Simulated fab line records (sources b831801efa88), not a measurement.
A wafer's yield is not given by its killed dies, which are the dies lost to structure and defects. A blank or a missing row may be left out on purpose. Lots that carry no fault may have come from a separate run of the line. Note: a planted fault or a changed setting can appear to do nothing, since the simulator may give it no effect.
fab line records -- flow sky130
record lots=10, wafers=30, last-day=48
route steps=708 shown VT_ADJUST_NCORE@123 VT_ADJUST_HVTR@142 POLY_GATE@227 LDD_HVN@274 SD_P@330 PAD_OPEN@708
lots that met no fault: taken from a fault-free run of the same line
start-h: hours from the record's opening day to when the first of the lot's shown wafers began -- wait-h: hours elapsed since this lot's preceding step -- " repeats the value in the row above -- L1.1+2: several wafers, shown together as one row -- - either no value or no given start -- * or withheld: withheld -- < > ~ a bound
route shown NAME@n: NAME is a module with steps in the file, n the number in the route of the first one -- usual: mean and standard deviation over wafers with no fault -- same: alike in all rows -- chamber/n: place in a boat -- sites: each site's reading -- _std_site: the standard deviation of these -- _edge_site: inner sites' mean taken away from outer sites' mean -- radius-mm: for every site, how far away it sits from the centre of the wafer -- mask NAME#n: copy n -- behind: tool/chamber where the wafer was last shaped -- hold: reason for holding the lot/hours on hold/outcome of the hold -- device: whichever transistor did not switch (one of n, p or np) -- end of line: the tests these same wafers got at the end of their route -- a step given without rows: its recipe and nothing more -- killed: dies lost to structure and defects at the first sort, not the wafer's yield -- map: a wafer's dies, marking killed ones x, the rest . and places with no die _
set.NAME: the setting as run; set.NAME@STEP: as run at that earlier step -- model.NAME: the simulator's own value behind a step, which no gauge read
route steps across a sampled set of lots; one table per step, one row per wafer
services: when a tool's chamber went out of use (start-h, in hours from the record's first day, below 0 if earlier), for how many hours, and the reason
## steps
# step SKY_VT_ADJUST_NCORE_EXPOSE_04
# recipe mask-id=LVTN_COMPLEMENT_THIN, na=0.6, source-shape=conventional, sigma-outer=0.6, polarization=unpolarized, target-cd-nm=380, dose-mj=139
# usual stage-vel-mm-s=499.99/0.23
lot.wafer,tool,chamber,start-h,wait-h,mask,stage-vel-mm-s
L988.4,iline-stepper-01,0,182.94,-,LVTN_COMPLEMENT_THIN#0,500.32
L988.5,iline-stepper-01,0,182.94,-,LVTN_COMPLEMENT_THIN#0,500.30
L988.6,iline-stepper-01,0,182.94,-,LVTN_COMPLEMENT_THIN#0,500.01
L989.3,iline-stepper-01,0,191.57,-,LVTN_COMPLEMENT_THIN#0,500.20
L989.4,iline-stepper-01,0,191.57,-,LVTN_COMPLEMENT_THIN#0,499.66
L989.5,iline-stepper-01,0,191.57,-,LVTN_COMPLEMENT_THIN#0,499.99
L991.1,iline-stepper-02,0,207.39,-,LVTN_COMPLEMENT_THIN#0,500.04
L991.4,iline-stepper-02,0,207.39,-,LVTN_COMPLEMENT_THIN#0,499.68
L991.6,iline-stepper-02,0,207.39,-,LVTN_COMPLEMENT_THIN#0,499.96
L992.1,iline-stepper-01,0,215.60,-,LVTN_COMPLEMENT_THIN#0,500.27
L992.3,iline-stepper-01,0,215.60,-,LVTN_COMPLEMENT_THIN#0,500.12
L992.5,iline-stepper-01,0,215.60,-,LVTN_COMPLEMENT_THIN#0,499.99
L993.1,iline-stepper-02,0,224.56,-,LVTN_COMPLEMENT_THIN#0,499.83
L993.2,iline-stepper-02,0,224.56,-,LVTN_COMPLEMENT_THIN#0,499.98
L993.3,iline-stepper-02,0,224.56,-,LVTN_COMPLEMENT_THIN#0,499.71
L994.1,iline-stepper-02,0,229.68,-,LVTN_COMPLEMENT_THIN#0,499.69
L994.2,iline-stepper-02,0,229.68,-,LVTN_COMPLEMENT_THIN#0,500.08
L994.3,iline-stepper-02,0,229.68,-,LVTN_COMPLEMENT_THIN#0,500.36
L995.1,iline-stepper-02,0,233.09,-,LVTN_COMPLEMENT_THIN#0,499.64
L995.4,iline-stepper-02,0,233.09,-,LVTN_COMPLEMENT_THIN#0,499.52
L995.6,iline-stepper-02,0,233.09,-,LVTN_COMPLEMENT_THIN#0,499.95
L997.2,iline-stepper-01,0,248.90,-,LVTN_COMPLEMENT_THIN#0,500.08
L997.3,iline-stepper-01,0,248.90,-,LVTN_COMPLEMENT_THIN#0,499.87
L997.4,iline-stepper-01,0,248.90,-,LVTN_COMPLEMENT_THIN#0,499.69
L999.2,iline-stepper-02,0,262.78,-,LVTN_COMPLEMENT_THIN#0,500.07
L999.3,iline-stepper-02,0,262.78,-,LVTN_COMPLEMENT_THIN#0,499.77
L999.5,iline-stepper-02,0,262.78,-,LVTN_COMPLEMENT_THIN#0,500.18
L100.3,iline-stepper-02,0,266.38,-,HVTRM#0,499.83
L100.5,iline-stepper-02,0,266.38,-,HVTRM#0,499.98
L100.6,iline-stepper-02,0,266.38,-,HVTRM#0,499.89
# step SKY_VT_ADJUST_NCORE_CD_MEAS_07
# recipe target-cd-nm=380
# usual cd-nm=379.5/2.7
lot.wafer,tool,chamber,start-h,wait-h,cd-nm
L988.4,cd-sem-01,-,192.80,0.1,384.8
L988.5,cd-sem-01,-,192.80,0.1,381.4
L988.6,cd-sem-01,-,192.80,0.1,381.1
L989.3,cd-sem-01,-,202.72,0.1,383.2
L989.4,cd-sem-01,-,202.72,0.1,383.1
L989.5,cd-sem-01,-,202.72,0.1,381.3
L991.1,cd-sem-01,-,217.98,0.1,380.3
L991.4,cd-sem-01,-,217.98,0.1,378.9
L991.6,cd-sem-01,-,217.98,0.1,380.9
L992.1,cd-sem-02,-,227.48,0.1,376.3
L992.3,cd-sem-02,-,227.48,0.1,377.1
L992.5,cd-sem-02,-,227.48,0.1,374.6
L993.1,cd-sem-01,-,235.73,0.1,376.8
L993.2,cd-sem-01,-,235.73,0.1,378.2
L993.3,cd-sem-01,-,235.73,0.1,377.7
L994.1,cd-sem-02,-,241.24,0.1,377.5
L994.2,cd-sem-02,-,241.24,0.1,378.7
L994.3,cd-sem-02,-,241.24,0.1,377.9
L995.1,cd-sem-01,-,244.73,0.1,378.3
L995.4,cd-sem-01,-,244.73,0.1,379.3
L995.6,cd-sem-01,-,244.73,0.1,380.4
L997.2,cd-sem-01,-,259.90,0.1,382.0
L997.3,cd-sem-01,-,259.90,0.1,382.2
L997.4,cd-sem-01,-,259.90,0.1,380.1
L999.2,cd-sem-02,-,274.55,0.1,380.0
L999.3,cd-sem-02,-,274.55,0.1,378.7
L999.5,cd-sem-02,-,274.55,0.1,382.1
L100.3,cd-sem-02,-,278.57,0.1,-
L100.5,cd-sem-02,-,278.57,0.1,-
L100.6,cd-sem-02,-,278.57,0.1,-
# step SKY_VT_ADJUST_NCORE_TW_MEAS_11
# usual VT_ADJUST_NCORE_TW=219.5/2.5
lot.wafer,tool,chamber,start-h,wait-h,VT_ADJUST_NCORE_TW
L988.4,film-metro-01,-,193.18,0.1,221.6
L988.5,film-metro-01,-,193.18,0.1,222.4
L988.6,film-metro-01,-,193.18,0.1,221.9
L989.3,film-metro-01,-,203.11,0.1,221.3
L989.4,film-metro-01,-,203.11,0.1,222.4
L989.5,film-metro-01,-,203.11,0.1,222.3
L991.1,film-metro-02,-,218.38,0.1,217.8
L991.4,film-metro-02,-,218.38,0.1,217.6
L991.6,film-metro-02,-,218.38,0.1,218.6
L992.1,film-metro-02,-,227.89,0.1,219.4
L992.3,film-metro-02,-,227.89,0.1,219.1
L992.5,film-metro-02,-,227.89,0.1,219.4
L993.1,film-metro-03,-,236.14,0.1,216.6
L993.2,film-metro-03,-,236.14,0.1,216.2
L993.3,film-metro-03,-,236.14,0.1,217.2
L994.1,film-metro-03,-,241.65,0.1,216.8
L994.2,film-metro-03,-,241.65,0.1,218.8
L994.3,film-metro-03,-,241.65,0.1,217.3
L995.1,film-metro-01,-,245.14,0.1,222.4
L995.4,film-metro-01,-,245.14,0.1,221.4
L995.6,film-metro-01,-,245.14,0.1,222.6
L997.2,film-metro-03,-,260.30,0.1,215.0
L997.3,film-metro-03,-,260.30,0.1,217.5
L997.4,film-metro-03,-,260.30,0.1,216.9
L999.2,film-metro-02,-,274.95,0.1,217.4
L999.3,film-metro-02,-,274.95,0.1,219.0
L999.5,film-metro-02,-,274.95,0.1,219.0
L100.3,film-metro-03,-,278.96,0.1,29.7
L100.5,film-metro-03,-,278.96,0.1,29.7
L100.6,film-metro-03,-,278.96,0.1,29.6
# step SKY_VT_ADJUST_HVTR_TW_MEAS_11
# usual VT_ADJUST_HVTR_TW=210.3/1.3
lot.wafer,tool,chamber,start-h,wait-h,VT_ADJUST_HVTR_TW
L988.4,film-metro-03,-,214.87,0.1,207.8
L988.5,film-metro-03,-,214.87,0.1,208.1
L988.6,film-metro-03,-,214.87,0.1,208.2
L989.3,film-metro-04,-,225.81,0.1,210.6
L989.4,film-metro-04,-,225.81,0.1,212.6
L989.5,film-metro-04,-,225.81,0.1,211.6
L991.1,film-metro-03,-,242.14,0.1,209.2
L991.4,film-metro-03,-,242.14,0.1,209.0
L991.6,film-metro-03,-,242.14,0.1,209.2
L992.1,film-metro-03,-,251.33,0.1,208.0
L992.3,film-metro-03,-,251.33,0.1,209.2
L992.5,film-metro-03,-,251.33,0.1,208.1
L993.1,film-metro-03,-,259.97,0.1,209.1
L993.2,film-metro-03,-,259.97,0.1,207.4
L993.3,film-metro-03,-,259.97,0.1,208.8
L994.1,film-metro-04,-,265.43,0.1,210.9
L994.2,film-metro-04,-,265.43,0.1,210.9
L994.3,film-metro-04,-,265.43,0.1,211.5
L995.1,film-metro-02,-,267.98,0.1,210.7
L995.4,film-metro-02,-,267.98,0.1,210.7
L995.6,film-metro-02,-,267.98,0.1,211.0
L997.2,film-metro-04,-,285.04,0.1,211.7
L997.3,film-metro-04,-,285.04,0.1,212.0
L997.4,film-metro-04,-,285.04,0.1,211.1
L999.2,film-metro-02,-,300.48,0.1,210.4
L999.3,film-metro-02,-,300.48,0.1,210.3
L999.5,film-metro-02,-,300.48,0.1,209.9
L100.3,film-metro-03,-,304.99,0.1,260.4
L100.5,film-metro-03,-,304.99,0.1,260.2
L100.6,film-metro-03,-,304.99,0.1,261.8
# step SKY_POLY_GATE_CD_MEAS_13
# recipe target-cd-nm=150
# usual cd-nm=150.2/1.4
lot.wafer,tool,chamber,start-h,wait-h,cd-nm
L988.4,cd-sem-02,-,384.73,-,149.5
L988.5,cd-sem-02,-,384.73,-,149.9
L988.6,cd-sem-02,-,384.73,-,150.2
L989.3,cd-sem-02,-,394.73,-,150.5
L989.4,cd-sem-02,-,394.73,-,150.7
L989.5,cd-sem-02,-,394.73,-,150.2
L991.1,cd-sem-02,-,415.39,-,149.4
L991.4,cd-sem-02,-,415.39,-,150.0
L991.6,cd-sem-02,-,415.39,-,150.2
L992.1,cd-sem-01,-,429.46,-,149.3
L992.3,cd-sem-01,-,429.46,-,149.8
L992.5,cd-sem-01,-,429.46,-,149.1
L993.1,cd-sem-02,-,436.16,-,149.7
L993.2,cd-sem-02,-,436.16,-,149.9
L993.3,cd-sem-02,-,436.16,-,151.4
L994.1,cd-sem-02,-,443.64,-,151.8
L994.2,cd-sem-02,-,443.64,-,152.2
L994.3,cd-sem-02,-,443.64,-,151.6
L995.1,cd-sem-01,-,446.42,-,150.3
L995.4,cd-sem-01,-,446.42,-,149.2
L995.6,cd-sem-01,-,446.42,-,149.2
L997.2,cd-sem-01,-,469.48,-,151.3
L997.3,cd-sem-01,-,469.48,-,151.1
L997.4,cd-sem-01,-,469.48,-,151.9
L999.2,cd-sem-02,-,486.73,-,149.3
L999.3,cd-sem-02,-,486.73,-,149.2
L999.5,cd-sem-02,-,486.73,-,149.9
L100.3,cd-sem-01,-,490.71,-,147.4
L100.5,cd-sem-01,-,490.71,-,148.7
L100.6,cd-sem-01,-,490.71,-,148.0
# step SKY_LDD_HVN_OVL_MEAS_07
# usual LDD_HVN_OVL=0.0/1.3
lot.wafer,tool,chamber,start-h,wait-h,LDD_HVN_OVL[nm]
L988.4,overlay-02,-,477.93,0.1,1.5
L988.5,overlay-02,-,477.93,0.1,-0.3
L988.6,overlay-02,-,477.93,0.1,-0.9
L989.3,overlay-01,-,492.40,0.1,0.3
L989.4,overlay-01,-,492.40,0.1,-0.7
L989.5,overlay-01,-,492.40,0.1,-0.3
L991.1,overlay-02,-,510.76,0.1,1.2
L991.4,overlay-02,-,510.76,0.1,0.6
L991.6,overlay-02,-,510.76,0.1,1.3
L992.1,overlay-01,-,524.73,0.1,3.0
L992.3,overlay-01,-,524.73,0.1,0.7
L992.5,overlay-01,-,524.73,0.1,0.8
L993.1,overlay-01,-,530.83,0.1,0.0
L993.2,overlay-01,-,530.83,0.1,0.6
L993.3,overlay-01,-,530.83,0.1,0.2
L994.1,overlay-02,-,538.31,0.1,-2.5
L994.2,overlay-02,-,538.31,0.1,-2.1
L994.3,overlay-02,-,538.31,0.1,-1.3
L995.1,overlay-02,-,540.43,0.1,0.0
L995.4,overlay-02,-,540.43,0.1,0.1
L995.6,overlay-02,-,540.43,0.1,-0.9
L997.2,overlay-02,-,565.99,0.1,-1.1
L997.3,overlay-02,-,565.99,0.1,-0.2
L997.4,overlay-02,-,565.99,0.1,-0.2
L999.2,overlay-01,-,581.85,0.1,-0.9
L999.3,overlay-01,-,581.85,0.1,-1.7
L999.5,overlay-01,-,581.85,0.1,-1.3
L100.3,overlay-02,-,585.02,0.1,1.0
L100.5,overlay-02,-,585.02,0.1,-0.5
L100.6,overlay-02,-,585.02,0.1,-1.7
# step SKY_SD_P_STRIP_10
# recipe chemistry=O2/N2, power-w=1400, pressure-mtorr=1500, platen-temp-c=withheld, o2-flow-sccm=3000, n2-flow-sccm=300, overash-fraction=0.5
# usual drypump-motor-current-A=6.0/0.71, n2-flow-sccm=299.9/0.95, oes-product-au=0.617/0.0043, strip-time-to-endpoint-s=17.51/0.035
lot.wafer,tool,chamber,start-h,wait-h,drypump-motor-current-A,n2-flow-sccm,oes-product-au,rf-hours-counter-h,strip-time-to-endpoint-s
L988.4,plasma-asher-04,0,604.52,0.1,6.3,298.7,0.615,-,17.52
L988.5,plasma-asher-04,0,604.52,0.1,6.3,300.6,0.618,-,17.54
L988.6,plasma-asher-04,1,604.52,0.1,4.7,301.5,0.619,-,17.54
L989.3,plasma-asher-03,1,615.90,0.1,6.7,299.5,0.616,-,17.58
L989.4,plasma-asher-03,0,615.90,0.1,6.5,300.0,0.622,-,17.57
L989.5,plasma-asher-03,0,615.90,0.1,6.5,300.7,0.618,-,17.53
L991.1,plasma-asher-04,1,635.69,0.1,4.7,300.4,0.621,50,17.55
L991.4,plasma-asher-04,1,635.69,0.1,4.7,299.4,0.626,-,17.48
L991.6,plasma-asher-04,0,635.69,0.1,6.3,301.6,0.622,-,17.52
L992.1,plasma-asher-03,1,647.75,0.1,6.7,297.9,0.621,95,17.57
L992.3,plasma-asher-03,1,647.75,0.1,6.7,298.3,0.617,-,17.55
L992.5,plasma-asher-03,1,647.75,0.1,6.7,298.0,0.618,-,17.55
L993.1,plasma-asher-03,0,654.34,0.1,6.5,299.2,0.617,96,17.53
L993.2,plasma-asher-03,1,654.34,0.1,6.7,301.1,0.620,96,17.53
L993.3,plasma-asher-03,1,654.34,0.1,6.7,299.7,0.621,-,17.50
L994.1,plasma-asher-01,1,660.29,0.1,6.6,299.5,0.617,24,17.54
L994.2,plasma-asher-01,0,660.29,0.1,5.9,300.3,0.613,24,17.50
L994.3,plasma-asher-01,1,660.29,0.1,6.6,299.8,0.618,-,17.48
L995.1,plasma-asher-04,0,662.90,0.1,6.3,299.4,0.619,52,17.50
L995.4,plasma-asher-04,1,662.90,0.1,4.7,300.7,0.620,-,17.53
L995.6,plasma-asher-04,1,662.90,0.1,4.7,301.2,0.622,-,17.51
L997.2,plasma-asher-01,1,687.92,0.1,6.6,298.3,0.615,28,17.50
L997.3,plasma-asher-01,1,687.92,0.1,6.6,299.7,0.617,-,17.50
L997.4,plasma-asher-01,0,687.92,0.1,5.9,298.5,0.617,-,17.52
L999.2,plasma-asher-01,1,700.07,0.1,6.6,299.9,0.616,30,17.46
L999.3,plasma-asher-01,0,700.07,0.1,5.9,300.2,0.615,-,17.49
L999.5,plasma-asher-01,0,700.07,0.1,5.9,300.2,0.625,-,17.47
L100.3,plasma-asher-01,0,705.73,0.1,5.9,299.2,0.616,-,17.57
L100.5,plasma-asher-01,1,705.73,0.1,6.6,300.2,0.614,-,17.52
L100.6,plasma-asher-01,0,705.73,0.1,5.9,297.4,0.615,-,17.55
# step SKY_PAD_OPEN_PROBE_99
# usual killed_at_M0_to_M3=42/7, killed_at_M4_up=2.8/1.8, killed-at-contacts=24/5.8, killed-at-front-end=15/4.8, killed-at-other=0.3/0.56, killed-dies=84/11, killed-on-rim=17/4.2, killed-open=46/7.8, killed-short=38/6.3
# same gross-dies=492, killed-at-back-side=0
lot.wafer,tool,chamber,start-h,wait-h,killed_at_M0_to_M3,killed_at_M4_up,killed-at-contacts,killed-at-front-end,killed-at-other,killed-dies,killed-on-rim,killed-open,killed-short
L100.3,prober-01,-,1157.71,0.2,37,2,30,421,2,492,96,49,31
L100.5,prober-01,-,1157.81,0.2,46,5,21,418,2,492,96,46,38
L100.6,prober-01,-,1157.86,0.2,43,1,30,417,1,492,96,52,37
# killed by level:class
L100.3 VT_ADJUST_NCORE:area-expose=412 CONTACT:geometric-particle:open=12 VIA1:geometric-particle:open=9 LI_CONTACT:geometric-particle:open=8 VIA3:geometric-particle:open=7 CONTACT:geometric-particle:short=6 VIA1:geometric-particle:short=5 POLY_GATE:geometric-particle:short=3
L100.5 VT_ADJUST_NCORE:area-expose=406 VIA1:geometric-particle:open=15 VIA2:geometric-particle:open=9 VIA3:geometric-particle:open=6 CONTACT:geometric-particle:short=5 CONTACT:geometric-particle:open=5 LOCAL_INTERCONNECT:geometric-particle:short=4 LI_CONTACT:geometric-particle:short=3
L100.6 VT_ADJUST_NCORE:area-expose=402 VIA1:geometric-particle:open=13 LI_CONTACT:geometric-particle:open=10 LOCAL_INTERCONNECT:geometric-particle:short=7 FIELD_ISO:geometric-particle:open=6 CONTACT:geometric-particle:short=6 CONTACT:geometric-particle:open=6 METAL1:geometric-particle:short=6
## services
tool,chamber,start-h,hours,kind
iline-stepper-02,-,169.60,1.7,pm
plasma-asher-03,-,182.22,14.6,pm
plasma-asher-01,-,197.26,28.1,pm
iline-stepper-01,-,232.14,2.1,pm
iline-stepper-01,-,242.16,1.7,pm
plasma-asher-04,-,257.11,1.4,repair
plasma-asher-04,-,273.62,1.5,repair
iline-stepper-02,-,274.24,5.5,repair
plasma-asher-03,-,297.17,3.5,repair
iline-stepper-02,-,314.76,1.2,repair
plasma-asher-01,-,368.29,1.4,repair
iline-stepper-02,-,380.07,7.4,repair
iline-stepper-02,-,387.78,1.7,pm
plasma-asher-01,-,406.05,2.1,repair
plasma-asher-01,-,421.25,9.0,pm
iline-stepper-01,-,422.24,1.3,repair
plasma-asher-04,-,443.65,4.9,repair
iline-stepper-01,-,460.37,1.7,pm
iline-stepper-02,-,489.62,5.7,repair
iline-stepper-02,-,604.39,2.6,repair
iline-stepper-02,-,606.95,1.7,pm
iline-stepper-02,-,634.83,2.1,pm
iline-stepper-01,-,667.98,2.5,repair
iline-stepper-01,-,678.52,1.7,pm
## key
first-sign step=SKY_VT_ADJUST_NCORE_EXPOSE_04, reading=mask, direction=changed
effect step=SKY_VT_ADJUST_NCORE_CD_MEAS_07, reading=cd-nm, direction=missing
effect step=SKY_VT_ADJUST_NCORE_TW_MEAS_11, reading=VT_ADJUST_NCORE_TW, direction=down, sigmas=76, usual=219.5, struck=29.6
effect step=SKY_VT_ADJUST_HVTR_TW_MEAS_11, reading=VT_ADJUST_HVTR_TW, direction=up, sigmas=39, usual=210.3, struck=260.8
effect step=SKY_PAD_OPEN_PROBE_99, reading=killed-at-front-end, direction=up, sigmas=84, usual=15, struck=419
more-kills-born-at SKY_VT_ADJUST_NCORE_EXPOSE_04@iline-stepper-02=1220
met-at SKY_VT_ADJUST_NCORE_EXPOSE_04
struck-lots L100
tester-left-out L100
not-acting-at SKY_POLY_GATE_CD_MEAS_13,SKY_LDD_HVN_OVL_MEAS_07,SKY_SD_P_STRIP_10
onset-between 262.78 266.38
fault kind=wrong-mask, tool=any, chamber=-, onset-h=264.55, steps=SKY_VT_ADJUST_NCORE_EXPOSE_04, aux-copy=HVTRM#0, scope=struck-lots-only
# tester-left-out: of these lots the tester's yield and bins aren't shown, on N5 and GAA mostly nor the transistor test; their killed dies are dies lost to structure and defects alone, not to doping, threshold or leakage, so they don't give the yield
